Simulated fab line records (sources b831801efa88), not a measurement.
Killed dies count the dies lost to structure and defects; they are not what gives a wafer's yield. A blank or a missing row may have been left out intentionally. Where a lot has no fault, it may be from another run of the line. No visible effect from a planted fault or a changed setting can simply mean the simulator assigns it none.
Which tool did it? -- flow sky130 -- 14 lots with 42 wafers sampled at 2 steps, on a route of 708 steps

== WHAT THE GAUGES SHOWED, per wafer ==
SKY_METAL2_OVL_MEAS_16.
lot,measured,on,METAL2_OVL (nm)
L782,day 35 15:45,overlay-02,6 1 -2
L785,day 36 12:45,overlay-02,-6 1 -9
L784,day 36 15:42,overlay-02,0 -6 -7
L787,day 37 03:51,overlay-01,0 -4 1
L788,day 37 08:35,overlay-02,-8 -4 -12
L789,day 37 16:09,overlay-02,-7 2 -14
L790,day 37 21:00,overlay-01,0 2 -3
L792,day 38 16:51,overlay-01,-1 -7 -4
L793,day 39 01:43,overlay-01,0 3 -2
L794,day 39 04:59,overlay-02,-5 -2 -4
L799,day 40 14:00,overlay-01,2 3 6
L800,day 41 01:31,overlay-01,-13 -7 -16
L801,day 41 04:08,overlay-01,5 4 6
L804,day 41 22:59,overlay-02,-1 -2 0

SKY_VIA2_OVL_MEAS_13.
lot,measured,on,VIA2_OVL (nm)
L782,day 36 19:51,overlay-02,6 8 -3
L785,day 37 16:16,overlay-01,9 1 12
L784,day 37 19:24,overlay-01,7 -1 6
L787,day 38 06:57,overlay-02,-1 -1 0
L788,day 38 11:24,overlay-02,0 13 0
L789,day 38 18:46,overlay-01,-1 2 -3
L790,day 38 23:24,overlay-01,-7 -4 -6
L792,day 39 19:03,overlay-01,3 1 2
L793,day 40 04:46,overlay-02,-5 -4 -6
L794,day 40 07:28,overlay-01,-3 -3 2
L799,day 41 15:43,overlay-02,-9 -14 0
L800,day 42 02:19,overlay-02,-4 6 -3
L801,day 42 04:36,overlay-01,-2 -4 -8
L804,day 42 23:42,overlay-01,-3 -2 -3

== EACH LOT AND THE TOOL THAT RAN IT (in order: tool; ch and the chambers of the sampled wafers; start) ==
Before these readings, the record contains no process step.

== WHAT THE TOOLS THEMSELVES READ (means of the sampled wafers that have a number; where no wafer has one, the mark that the record gives instead) ==
The record holds no such reading with a usual standard deviation.

== THE ANSWER, worked out from the rows above alone ==
Rule: the lots themselves supply what counts as usual. Put in order of their means at a reading, lots are off if they are a third of the lots or fewer, leave a main group of 4 or more, and stand apart from it by a gap of 3 or more times the standard deviation of the main group's means; of several such gaps the widest counts. If all means in a main group match to the digits the tables above print for the reading, that group is not used. A lot without any number at a reading at which 4 lots or more have one is off too. Any other lot the step has rows for is counted as sound. Order of review: gauges by route order, followed by the tools' own readings, for which a lot's mean as printed above is used. The first step at which some lot is off is used, and at that step the reading that is off furthest; a lot without a number counts as furthest.
None of the lots is off at any reading shown; this tells nothing.

== WHAT WAS PUT IN BY THE SIMULATOR ==
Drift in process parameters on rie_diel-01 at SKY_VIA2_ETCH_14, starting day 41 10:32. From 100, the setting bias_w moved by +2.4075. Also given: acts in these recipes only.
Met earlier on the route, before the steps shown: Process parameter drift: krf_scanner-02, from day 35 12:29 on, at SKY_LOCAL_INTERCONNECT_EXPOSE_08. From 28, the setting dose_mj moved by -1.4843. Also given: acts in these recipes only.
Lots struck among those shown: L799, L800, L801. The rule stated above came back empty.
